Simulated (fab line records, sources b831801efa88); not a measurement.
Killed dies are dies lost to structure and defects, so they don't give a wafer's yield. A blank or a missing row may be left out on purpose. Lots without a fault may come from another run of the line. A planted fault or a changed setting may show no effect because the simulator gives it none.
Problem report in the 8D (eight disciplines) form, filled by code | flow gf180mcu | the parts of the form that need people (team, actions taken, sign-off) are left out

1. THE PROBLEM
V4_CVD_02_THK at GF_V4_THK_MEAS_03 reads a mean of 369 nm on 4 wafers of 2 lots; wafers without a fault read 851 nm with a standard deviation of 11. That is -44 standard deviations from the usual mean.
First seen on wafer L564.2, day 28 01:29, on film_metro-01. The record holds 36 wafers of 12 lots with a number at this step. Rule for "out", or "out of limits": more than 4 standard deviations from the usual mean. The other wafers with a number count as sound.

2. WHAT IT IS AND WHAT IT IS NOT
question                    | is                             | is not
which readings at this step | V4_CVD_02_THK                  | -
which lots                  | L564, L565                     | L550, L551, L552, L553, L556, L557, L559, L561, L563, L566
which wafers of those lots  | L564.2, L564.5, L564.6, L565.5 | L565.1, L565.3
read on which gauges        | film_metro-01                  | film_metro-02, film_metro-04
when                        | from day 28 01:29              | up to then (27 sound wafers); but 5 sound wafers of L565, L566 came after

3. SUSPECTS, AND WHAT RULES EACH OUT
Counting: a tool at a process step up to the reading stays a suspect if it ran every lot that is out. Sound lots after the first of them don't rule it out here, since some wafers of a struck lot are sound.
- the gauge at GF_V4_THK_MEAS_03: ruled out. All the wafers that are out were read on film_metro-01, but those of them that GF_V4_ETCH_17 has rows for are out there too, on other tools.
- pecvd-01 at GF_V4_CVD_02 (deposits SiO2 from TEOS, target thk 850 nm, time 94.851 s): kept. It ran every lot that is out, first L564 (day 28 01:24); its last sound lot up to then is L563 (day 28 00:18).
Left after counting: pecvd-01 at GF_V4_CVD_02.

4. THE CAUSE (what the simulator had put in)
Process parameter drift: pecvd-01, from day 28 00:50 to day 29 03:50, at GF_V4_CVD_02. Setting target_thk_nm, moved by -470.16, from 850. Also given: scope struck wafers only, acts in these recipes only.
Counting left only this tool.

5. THE CHAIN OF EFFECTS, in route order
Each row: a reading whose mean over the struck wafers that have a number lies more than 3 standard deviations from the usual. Only readings for which the record gives a usual standard deviation are gone through. hours: the time from each lot's start at the first step in this table that gives one to its start at this step, as a median over the lots. sigmas: the change in usual standard deviations.
hours | step              | reading        | usual      | on struck wafers | change | sigmas
0     | GF_V4_THK_MEAS_03 | V4_CVD_02_THK  | 851 nm     | 369              | -482   | -44
-     | GF_V4_ETCH_17     | oes_product_au | 0.856 a.u. | 0.654            | -0.202 | -42
The process steps in it:
- GF_V4_ETCH_17: etches SiO2 in C4F8/O2/Ar, stops on TiN, target depth 630 nm.

6. WHAT WOULD HAVE CAUGHT IT SOONER
In this record the first reading out of limits at a measuring or inspecting step was taken at day 28 01:29, 1 hour after the fault began at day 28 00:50.
Of the tool readings at GF_V4_CVD_02 for which the record gives a usual standard deviation, none was out on any struck wafer, so an alarm limit of 4 standard deviations on them would not have fired.
Of the lots that are out (2), L565 began GF_V4_CVD_02 on pecvd-01 after day 28 01:29. A hold on the tool at that time would have spared it.
